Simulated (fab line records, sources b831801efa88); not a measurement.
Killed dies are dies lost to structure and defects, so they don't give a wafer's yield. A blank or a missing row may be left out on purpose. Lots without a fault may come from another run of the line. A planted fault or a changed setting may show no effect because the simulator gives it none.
One fault seen from 2 desks | flow gf180mcu | each desk has only its own numbers; what lay behind them comes last

THE METROLOGY DESK
What the gauges read, lot by lot, whatever tool the lot ran on: means of the sampled wafers that have a number. A lot is out of limits, marked OUT, if its mean lies more than 4 standard deviations from the usual mean; the brackets give that distance.
Columns: A = VT_IMPLANT_OVL at GF_VT_IMPLANT_OVL_MEAS_07, usual 0.4 nm; B = VT_IMPLANT_TW at GF_VT_IMPLANT_TW_MEAS_10, usual 562; C = VT_IMPLANT_01_OVL at GF_VT_IMPLANT_OVL_MEAS_18, usual 0.0 nm
lot  | first seen here | A    | B   | C
L722 | day 6 19:47     | 0.2  | 566 | -0.5
L723 | day 7 00:40     | -0.7 | 574 | -1.1
L724 | day 7 10:41     | -0.8 | 558 | 0.6
L727 | day 8 01:38     | -0.6 | 572 | 0.6
L738 | day 10 17:52    | -1.6 | 556 | 1.7
L741 | day 11 11:17    | -0.1 | 567 | -1.2
This desk's finding: nothing out of limits on any of the 6 lots.

THE TOOL OWNER'S DESK: implanter-02
The tool's own readings at GF_VT_IMPLANT_IMPLANT_19: means of the sampled wafers that have a number, for each lot that ran on this tool. A lot is out of limits, marked OUT, if its mean lies more than 4 standard deviations from the usual mean; the brackets give that distance.
Columns: A = beam_energy_keV at GF_VT_IMPLANT_IMPLANT_19, usual 100.00; B = tilt_deg at GF_VT_IMPLANT_IMPLANT_19, usual 6.999 degrees
lot  | first seen here | A                        | B
L727 | day 8 17:53     | 100.02                   | 7.009
L738 | day 11 11:56    | 103.84 (+99 or more) OUT | 6.996
L741 | day 12 05:25    | 103.85 (+99 or more) OUT | 6.993
This desk's finding: out of limits on L738, L741; first on L738, day 11 11:56 (beam_energy_keV at GF_VT_IMPLANT_IMPLANT_19). In limits: L727.

PUT TOGETHER
The tool owner's desk could have raised an alarm at day 11 11:56, on L738, L741.
The metrology desk saw nothing out of limits.
The metrology desk has L738, L741 on record, within its limits.
Of the lots named, all ran GF_VT_IMPLANT_IMPLANT_19 on implanter-02.

WHAT THE SIMULATOR HAD PUT IN
Process parameter drift: implanter-02, from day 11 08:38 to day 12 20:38, at GF_VT_IMPLANT_IMPLANT_19. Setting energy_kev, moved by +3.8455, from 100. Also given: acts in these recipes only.
Lots struck among those shown: L738, L741.
Hours from the fault's start to each desk's first reading out of limits: the tool owner's desk, 3.
